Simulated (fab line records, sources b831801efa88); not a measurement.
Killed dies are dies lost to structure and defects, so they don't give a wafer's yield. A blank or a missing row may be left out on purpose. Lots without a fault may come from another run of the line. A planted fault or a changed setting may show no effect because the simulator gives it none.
A struck lot beside a sound one | flow sky130 | 15 steps out of a route of 708
Sound: wafers L644.1, L644.5, L644.6. Struck: wafers L638.1, L638.2, L638.6. The cause comes at the end.
At each step with rows: each side's tool, then ch and its chambers, then its first start. Under that, the readings that differ: sound wafers | struck wafers | difference of the means | sigmas: that difference in standard deviations of wafers without a fault.
alike: readings whose means differ by less than 2 such deviations, and words and numbers that are the same on both sides. not compared: withheld readings, readings that some wafer has no value for, bounds like >300 that may hide the same value, and numbers for which the record gives no deviation and whose values overlap.
The two part at a step that has a row with sigmas, a row that says differs or no value, or rows on one side only. Numbers that don't overlap but have no deviation are shown without sigmas and don't part them. A reading that every wafer of one side lacks parts them only if that side has two wafers or more.

first, 2 steps without rows for these wafers: SKY_METAL3_CLEAN_22 (cleans in O3/DIW); SKY_VIA3_HDPCVD_00 (deposits SiO2, target thk 1635 nm, time 272.5 s).
SKY_VIA3_THK_MEAS_01:
  sound on film_metro-01, day 45 05:06; struck on film_metro-04, day 43 14:27
  alike: VIA3_HDPCVD_THK
SKY_VIA3_CMP_02: polishes SiO2.
  sound on cmp-01 ch 0,2,3, day 45 05:19; struck on cmp-02 ch 1,3, day 43 14:31
  alike: motor_current_A
SKY_VIA3_BOW_MEAS_03:
  sound on film_metro-02, day 45 05:28; struck on film_metro-02, day 43 14:49
  alike: VIA3_BOW
then, 7 steps without rows for these wafers: SKY_VIA3_DEHYDRATE_04 (time 60 s); SKY_VIA3_HMDS_05 (prime time 60 s); SKY_VIA3_COAT_06 (resist thk 60 nm); SKY_VIA3_COAT_07 (resist thk 450 nm); SKY_VIA3_SOFTBAKE_08 (time 90 s); SKY_VIA3_EXPOSE_09 (exposes mask VIM3, target cd 200 nm); SKY_VIA3_PEB_10.
SKY_VIA3_DEVELOP_11: develop time 60 s.
  sound on litho_track-02 ch 0, day 46 03:00; struck on litho_track-01 ch 0, day 44 14:00
  reading              | sound             | struck            | difference | sigmas
  developer_temp_C (C) | 20.84 20.91 20.78 | 20.11 20.25 20.17 | -0.67      | -7
SKY_VIA3_CD_MEAS_12: target cd 200 nm.
  sound on cd_sem-01, day 46 03:38; struck on cd_sem-02, day 44 14:11
  alike: cd_nm
-- the record jumps here: 6 days lie between the struck wafers' starts before and after (it left off in module VIA3 and takes up again in module PAD_OPEN, whose first step shown is number 708 of the route) --
SKY_PAD_OPEN_PROBE_99:
  sound on prober-02, day 51 06:32; struck on prober-01, day 50 02:14
  reading                                | sound             | struck            | difference | sigmas
  model.etest.tip_sonos.rs_ohm_sq        | 2674 2613 2624    | 2502 2559 2564    | -95        |
  model.etest.nfet_g5v0d10v5.drive_ua_um | 605.6 612.3 600.1 | 620.8 625.4 619.3 | +15.8      |
  model.etest.nfet_05v0_nvt.drive_ua_um  | 578.4 585.4 576.5 | 589 590.3 589.5   | +10        |
  model.etest.pfet_g5v0d10v5.drive_ua_um | 337.2 340.4 335.7 | 345.5 344.9 346.1 | +7.7       |
  alike: killed_at_M0_to_M3, killed_at_M4_up, killed_at_contacts, killed_at_front_end, killed_at_other, killed_dies, killed_on_rim, killed_open, killed_short
  not compared: model.etest.nfet_16v.r_on_ohm_um, model.etest.pfet_16v.r_on_ohm_um, model.etest.pfet_g5v0d10v5.r_on_ohm_um, model.etest.nfet_g5v0d10v5.r_on_ohm_um

WHERE THEY PART
Only at SKY_VIA3_DEVELOP_11, within this record. Later steps at which nothing parts them and some readings are alike: SKY_VIA3_CD_MEAS_12, SKY_PAD_OPEN_PROBE_99.

WHY: what the simulator had put in
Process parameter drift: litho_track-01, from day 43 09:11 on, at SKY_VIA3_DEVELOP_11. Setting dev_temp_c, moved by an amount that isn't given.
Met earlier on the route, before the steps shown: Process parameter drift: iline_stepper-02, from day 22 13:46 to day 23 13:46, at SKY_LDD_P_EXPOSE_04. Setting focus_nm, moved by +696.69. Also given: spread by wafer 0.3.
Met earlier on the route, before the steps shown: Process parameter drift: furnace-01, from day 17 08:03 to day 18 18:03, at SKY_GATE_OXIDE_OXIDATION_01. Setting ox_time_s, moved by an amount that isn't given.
